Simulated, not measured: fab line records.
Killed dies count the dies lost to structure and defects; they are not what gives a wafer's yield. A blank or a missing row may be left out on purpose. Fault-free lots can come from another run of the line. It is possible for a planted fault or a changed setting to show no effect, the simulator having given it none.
A struck lot beside a sound one + flow sky130 + 38 steps out of a route of 708
Sound: wafers L203.1, L203.2, L203.3. Wafers L211.2, L211.4, L211.5 were the ones struck. The cause is named last.
At each step with rows: each side's tool, then ch and its chambers, then its first start. Under that, the readings that differ: sound wafers + struck wafers + difference of the means + sigmas: that difference in standard deviations of wafers without a fault.
alike: readings with means less than 2 such deviations apart, plus words and numbers identical on both sides. not compared: withheld readings, readings lacking a value on some wafer, bounds such as >300 that could conceal the same value, and numbers that have no deviation in the record and whose values overlap.
Wherever a step has rows on one side only, a row that says differs or no value, or a row with sigmas, the two part there. Numbers that don't overlap but have no deviation are shown without sigmas and don't part them. A reading missing from all wafers of one side parts the sides only when that side holds two or more wafers.

first, 10 steps without rows for these wafers: SKY_GATE_OXIDE_COAT_05 (resist thk 1162 nm); SKY_GATE_OXIDE_SOFTBAKE_06 (time 60 s); SKY_GATE_OXIDE_EXPOSE_07 (exposes mask LVOM, target cd 600 nm); SKY_GATE_OXIDE_PEB_08; SKY_GATE_OXIDE_DEVELOP_09 (develop time 60 s); SKY_GATE_OXIDE_IMPLANT_11; SKY_GATE_OXIDE_WET_ETCH_12 (etches SiO2 in dHF, target depth 16.8 nm, time 336 s); SKY_GATE_OXIDE_STRIP_13 (strips in O2/N2); SKY_GATE_OXIDE_CLEAN_15 (cleans in SC1/SC2, time 150 s); SKY_GATE_OXIDE_OXIDATION_16 (stabilise 600 s, purge 300 s, target thk 3.57 nm).
SKY_POLY_GATE_CVD_00: deposits poly-Si, target thk 180 nm, time 720 s.
  sound on lpcvd-01 ch 1, day 17 07:28; struck on lpcvd-01 ch 0, day 20 02:07
| reading                                       | sound                | struck               | difference | sigmas |
|-----------------------------------------------|----------------------|----------------------|------------|--------|
| spike_tc_bottom_C (C)                         | 637.0 640.3 638.7    | 627.2 627.1 627.4    | -11.4      | -9     |
| spike_tc_centre_C (C)                         | 623.0 620.4 622.8    | 606.6 606.9 605.8    | -15.6      | -14    |
| spike_tc_lower_C (C)                          | 621.3 622.5 622.0    | 605.2 603.9 606.1    | -16.9      | -14    |
| spike_tc_top_C (C)                            | 641.2 640.5 639.5    | 621.4 621.4 622.9    | -18.5      | -9     |
| spike_tc_upper_C (C)                          | 620.7 618.7 620.1    | 603.4 604.5 604.0    | -15.9      | -13    |
| susceptor_temp_C (C)                          | 620.19 620.27 620.16 | 604.93 605.14 605.04 | -15.17     | -58    |
| zone_power_bottom_pct (%)                     | 13.39 13.55 13.41    | 12.90 12.73 12.71    | -0.67      | -6     |
| zone_power_centre_pct (%)                     | 9.04 9.11 9.01       | 8.67 8.57 8.50       | -0.47      | -4     |
| model.poly-Si_of_POLY_GATE_CVD_00.thk_nm (nm) | 181.6 181.2 181.5    | 128 126.7 127.3      | -54        |        |
SKY_POLY_GATE_THK_MEAS_01:
  sound on film_metro-02, day 17 08:40; struck on film_metro-02, day 20 03:56
| reading                   | sound             | struck            | difference | sigmas |
|---------------------------|-------------------|-------------------|------------|--------|
| POLY_GATE_CVD_00_THK (nm) | 181.8 181.2 181.5 | 127.9 126.8 127.4 | -54.1      | -34    |
then, 21 steps without rows for these wafers: SKY_RES_PROTECT_DEHYDRATE_00 (time 60 s); SKY_RES_PROTECT_HMDS_01 (prime time 60 s); SKY_RES_PROTECT_COAT_02 (resist thk 1140 nm); SKY_RES_PROTECT_SOFTBAKE_03 (time 60 s); SKY_RES_PROTECT_EXPOSE_04 (exposes mask RPM, target cd 1270 nm); SKY_RES_PROTECT_PEB_05; SKY_RES_PROTECT_DEVELOP_06 (develop time 60 s); SKY_POLY_GATE_IMPLANT_02; SKY_RES_PROTECT_STRIP_07 (strips in O2/N2); SKY_RES_PROTECT_CLEAN_09 (cleans in SC1/SC2, time 150 s); SKY_POLY_GATE_CVD_03 (deposits Si3N4 from DCS/NH3, target thk 75 nm, time 1290 s); SKY_POLY_GATE_DEHYDRATE_05 (time 60 s); SKY_POLY_GATE_HMDS_06 (prime time 60 s); SKY_POLY_GATE_COAT_07 (resist thk 110 nm); SKY_POLY_GATE_COAT_08 (resist thk 450 nm); SKY_POLY_GATE_SOFTBAKE_09 (time 90 s); SKY_POLY_GATE_EXPOSE_10 (exposes mask P1M, target cd 150 nm); SKY_POLY_GATE_PEB_11; SKY_POLY_GATE_DEVELOP_12 (develop time 60 s); SKY_POLY_GATE_ETCH_15 (etches BARC in N2/H2, stops on SiO2, time 118.5 s, target depth 110 nm); SKY_POLY_GATE_ETCH_16 (etches Si3N4 in CH3F/O2, stops on poly-Si, time 147.5 s, target depth 75 nm).
-- the record jumps here: 3 days lie between the struck wafers' starts before and after --
SKY_POLY_GATE_ETCH_17: etches poly-Si in HBr/Cl2, stops on SiO2, target depth 180 nm, time 70.5 s.
  sound on rie_si-01 ch 0,1,2, day 20 02:00; struck on rie_si-02 ch 1,2,3, day 22 21:20
| reading                               | sound             | struck            | difference | sigmas |
|---------------------------------------|-------------------|-------------------|------------|--------|
| oes_product_au (a.u.)                 | 0.990 0.985 0.985 | 0.781 0.781 0.780 | -0.206     | -30    |
| model.POLY_GATE.feature_depth_nm (nm) | 181 178.2 176.5   | 127.4 126.1 126.7 | -51.8      |        |
| model.etch.depth_nm (nm)              | 181 178.2 176.5   | 127.4 126.1 126.7 | -51.8      |        |
  alike: drypump_motor_current_A, throttle_valve_pct
  not compared: rf_hours_counter_h
then, 2 steps without rows for these wafers: SKY_POLY_GATE_STRIP_18 (strips in O2/N2); SKY_POLY_GATE_CLEAN_19 (cleans in SC1/SC2, time 150 s).
-- a jump in the record: the struck wafers' starts before and after are 7 days apart (it breaks off in module POLY_GATE and resumes in module POLY_CUT, where the first step shown is number 318 of the route) --
SKY_POLY_CUT_ETCH_11: etches Si3N4 in CF4/CH2F2/Ar, stops on poly-Si, time 43.17 s, target depth 60 nm.
  sound on rie_diel-04 ch 1,2, day 27 20:07; struck on rie_diel-04 ch 0,1, day 30 07:21
| reading                                       | sound             | struck            | difference | sigmas |
|-----------------------------------------------|-------------------|-------------------|------------|--------|
| oes_product_au (a.u.)                         | 0.839 0.845 0.840 | 0.826 0.823 0.826 | -0.016     | -3     |
| model.poly-Si_of_POLY_GATE_CVD_00.thk_nm (nm) | 180.8 180.4 180.6 | 127.1 125.9 126.5 | -54.1      |        |
  alike: cf4_flow_sccm, ch2f2_flow_sccm, drypump_motor_current_A, throttle_valve_pct
  not compared: rf_hours_counter_h
-- a jump in the record: the struck wafers' starts before and after are 20 days apart (it breaks off in module POLY_CUT and resumes in module PAD_OPEN, where the first step shown is number 708 of the route) --
SKY_PAD_OPEN_PROBE_99:
  sound on prober-02, day 48 09:39; struck on prober-01, day 50 00:23
| reading                             | sound             | struck            | difference | sigmas |
|-------------------------------------|-------------------|-------------------|------------|--------|
| model.etest.res_high_po.line_ohm_um | 741.1 757.8 747.1 | 1047 1049 1062    | +304       |        |
| model.etest.res_poly.line_ohm_um    | 524.4 530.4 530.6 | 759.4 760.9 774.8 | +236.6     |        |
| model.etest.tip_sonos.rs_ohm_sq     | 2610 2682 2652    | 2463 2452 2462    | -189       |        |
| model.etest.res_high_po.rs_ohm_sq   | 256.8 264.4 263.3 | 363.3 365.7 372.8 | +105.8     |        |
| model.etest.res_poly.rs_ohm_sq      | 48.02 49.04 48.81 | 70.8 70.72 71.63  | +22.4      |        |
| model.etest.cap_li_to_poly.c_af_um2 | 104 96.43 97.46   | 86.17 84.48 85.92 | -13.77     |        |
| model.etest.tip_n.rs_ohm_sq         | 442.1 442.7 440.3 | 436.6 435.2 436.6 | -5.6       |        |
  alike: killed_at_M0_to_M3, killed_at_M4_up, killed_at_contacts, killed_at_front_end, killed_at_other, killed_dies, killed_open, killed_short
  not compared: model.etest.res_high_po.rs_ohm_sq_range

WHERE THEY PART
Earliest at SKY_POLY_GATE_CVD_00; latest, in this record, at SKY_POLY_CUT_ETCH_11. Later steps at which nothing parts them and some readings are alike: SKY_PAD_OPEN_PROBE_99.

WHY: whatever the simulator had introduced
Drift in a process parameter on lpcvd-01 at SKY_POLY_GATE_CVD_00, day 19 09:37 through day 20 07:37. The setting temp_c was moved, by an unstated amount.
